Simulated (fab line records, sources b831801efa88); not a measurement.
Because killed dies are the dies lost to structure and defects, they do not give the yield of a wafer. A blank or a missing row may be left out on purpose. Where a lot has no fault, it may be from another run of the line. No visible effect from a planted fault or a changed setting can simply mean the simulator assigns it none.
Matching of chambers    flow gf180mcu    3 sister chambers for GF_STI_CMP_25 on cmp-01
The step polishes, stops on Si3N4, t overpolish 33 s, target thk 524.6 nm. 14 wafers are shown with their chamber, then 7 later ones without.

## EACH WAFER AND ITS CHAMBER
wafer   chamber  time to endpoint s (s)  motor current A (A)  overpolish run s (s)
L756.1  0        123                     11.2                 33.004
L756.2  2        126                     12.0                 33.003
L756.4  1        118                     11.1                 33.010
L758.1  1        112                     11.1                 32.999
L758.3  0        113                     12.1                 33.001
L758.6  1        116                     10.9                 33.004
L759.1  2        123                     11.1                 33.000
L759.4  1        114                     11.6                 32.976
L759.6  2        121                     11.3                 32.996
L760.1  2        119                     11.7                 33.000
L760.3  1        116                     11.5                 33.014
L760.6  2        121                     12.3                 33.006
L761.3  1        119                     11.3                 32.995
L761.4  2        124                     11.8                 33.000

SIGNATURES (means of the wafers above)
reading             chamber 0  chamber 1  chamber 2  scatter within a chamber
time to endpoint s  118.00     115.83     122.33     3.22
motor current A     11.650     11.250     11.700     0.398
overpolish run s    33.00250   32.99967   33.00083   0.00941
Rule: a wafer's distance from a chamber is the root of the sum, over the readings, of the square of ((its reading less the chamber's mean) divided by the reading's scatter). The wafer belongs to the nearest chamber; if the next one is less than 2 further off, it can't be placed. The scatter: take each reading less its chamber's mean, square it, sum over the shown wafers, divide by the number of wafers less the number of chambers, and take the root.

## WAFERS WITHOUT THEIR CHAMBER
wafer   time to endpoint s (s)  motor current A (A)  overpolish run s (s)
L761.5  115                     11.1                 32.996
L771.1  126                     11.9                 33.002
L771.5  128                     12.2                 33.010
L771.6  118                     11.3                 33.005
L772.2  126                     11.1                 33.013
L772.3  123                     11.7                 33.008
L772.5  124                     11.1                 32.991

## THE CHAMBER EACH PASSED THROUGH
wafer   from the rows above           in truth
L761.5  can't be placed: 1 or 0       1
L771.1  can't be placed: 2 or 0       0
L771.5  can't be placed: 2 or 0       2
L771.6  can't be placed: 1 or 0 or 2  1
L772.2  can't be placed: 2 or 0 or 1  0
L772.3  can't be placed: 2 or 0 or 1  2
L772.5  can't be placed: 2 or 0 or 1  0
Correctly placed: 0 of 7. Can't be placed from these rows: 7 (the true chamber is among the candidates in 7). Wrongly placed: 0.
